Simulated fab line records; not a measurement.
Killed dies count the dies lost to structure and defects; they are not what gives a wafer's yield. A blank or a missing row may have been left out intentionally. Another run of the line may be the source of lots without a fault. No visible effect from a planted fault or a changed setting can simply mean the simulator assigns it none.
Matching of chambers    flow sky130    SKY_FIELD_ISO_ETCH_14 on rieDiel-01 has 4 sister chambers
The step etches BARC in N2/H2, stops on SiO2, time 45.9 s, target depth 60 nm. 4 wafers are shown with their chamber, then 7 later ones without.

## WAFERS PAIRED WITH THEIR CHAMBERS
wafer   chamber  drypumpMotorCurrentA (A)
L692.5  2        5.2
L696.2  0        5.4
L703.1  3        5.5
L703.2  1        6.4

## WAFERS WITH NO CHAMBER GIVEN
wafer   drypumpMotorCurrentA (A)
L703.4  5.4
L705.2  5.4
L705.3  5.3
L705.5  5.2
L707.1  5.6
L707.4  6.4
L707.5  5.4

## EACH ONE'S CHAMBER
wafer   from the rows above           in truth
L703.4  can't be placed: 0 or 3       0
L705.2  can't be placed: 0 or 3       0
L705.3  can't be placed: 2 or 0 or 3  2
L705.5  2                             2
L707.1  can't be placed: 3 or 0       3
L707.4  1                             1
L707.5  can't be placed: 0 or 3       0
Placed correctly: 2 of 7. Cannot be placed on the basis of these rows: 5; the candidates contain the true chamber in 5. Placed wrongly: 0.
How it was worked out, from the rows above alone: a wafer's distance from a chamber is the root of the sum, over the readings, of the square of ((its reading less the chamber's mean) divided by the reading's scatter). The wafer belongs to the nearest chamber; if the next one is less than 2 further off, it can't be placed. For every chamber, the mean is computed from those of its wafers that are shown. The scatter: with one shown wafer a chamber, the root of the mean of the squares of how far each hidden wafer lies from its nearest shown one.
